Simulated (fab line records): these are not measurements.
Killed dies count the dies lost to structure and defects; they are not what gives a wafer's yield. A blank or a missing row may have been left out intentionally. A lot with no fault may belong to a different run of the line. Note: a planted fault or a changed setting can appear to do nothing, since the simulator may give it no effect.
Problem report in the 8D (eight disciplines) form, filled by code	flow sky130	the parts of the form that need people (team, actions taken, sign-off) are left out

## 1. THE ISSUE
Mean of developer temp C at SKY_VIA4_DEVELOP_10: 22.05 C across 6 wafers in 2 lots; on wafers with no fault it is 23.01 C (standard deviation 0.1). That puts it -9.6 standard deviations away from the usual mean.
The step: develop time 60 s.
The first sign was on wafer L554.1 at day 47 09:40, on litho track-03. At this step, 36 wafers from 12 lots have a number in the record. The rule behind "out" and "out of limits": a value lying over 4 standard deviations away from the usual mean. The other wafers with a number count as sound.

## 2. WHAT IT IS, WHAT IT ISN'T
question	is	is not
which readings at this step	developer temp C	-
which lots	L554, L557	L540, L546, L549, L550, L551, L552, L553, L555, L556, L562
which wafers of those lots	all that have a number	-
read on which tools	litho track-03	litho track-01, litho track-02
when	from day 47 09:40	up to then (21 sound wafers); but 9 sound wafers of L555, L556, L562 came after

## 3. THE SUSPECTS, EACH WITH WHAT RULES IT OUT
Counting: a tool stays on the suspect list if, at a process step up to the reading, it processed all lots that are out and no sound lot following the first of them.
- litho track-03 at SKY_VIA4_DEVELOP_10 (develop time 60 s): kept. Every lot that is out went through it, starting with L554 (day 47 09:40), and after that it ran no sound lot; the last sound lot it ran before then is L553 (day 46 15:40). Its own readings are out on those wafers: developer temp C.
After counting, what remains is litho track-03 at SKY_VIA4_DEVELOP_10.

## 4. THE CAUSE (what the simulator had put in)
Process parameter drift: litho track-03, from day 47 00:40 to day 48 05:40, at SKY_VIA4_DEVELOP_10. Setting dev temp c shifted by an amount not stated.
After counting, this tool was the only one left.

## 5. SEQUENCE OF EFFECTS, ordered by route
Each row: a reading where the mean over the struck wafers with a number is more than 3 standard deviations away from the usual. Only readings whose record carries a usual standard deviation are examined. hours: median over the lots of the time between each lot's start at the first step of this table that gives one and its start at this step. sigmas: the change, counted in usual standard deviations.
hours	step	reading	usual	on struck wafers	change	sigmas
0	SKY_VIA4_DEVELOP_10	developer temp C	23.01 C	22.05	-0.96	-9.6
The process steps in it:
- SKY_VIA4_DEVELOP_10: develop time 60 s.

## 6. WHAT WOULD HAVE CAUGHT IT SOONER
First out-of-limits reading in this record: day 47 09:40, which is 9 hours after fault onset at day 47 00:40.
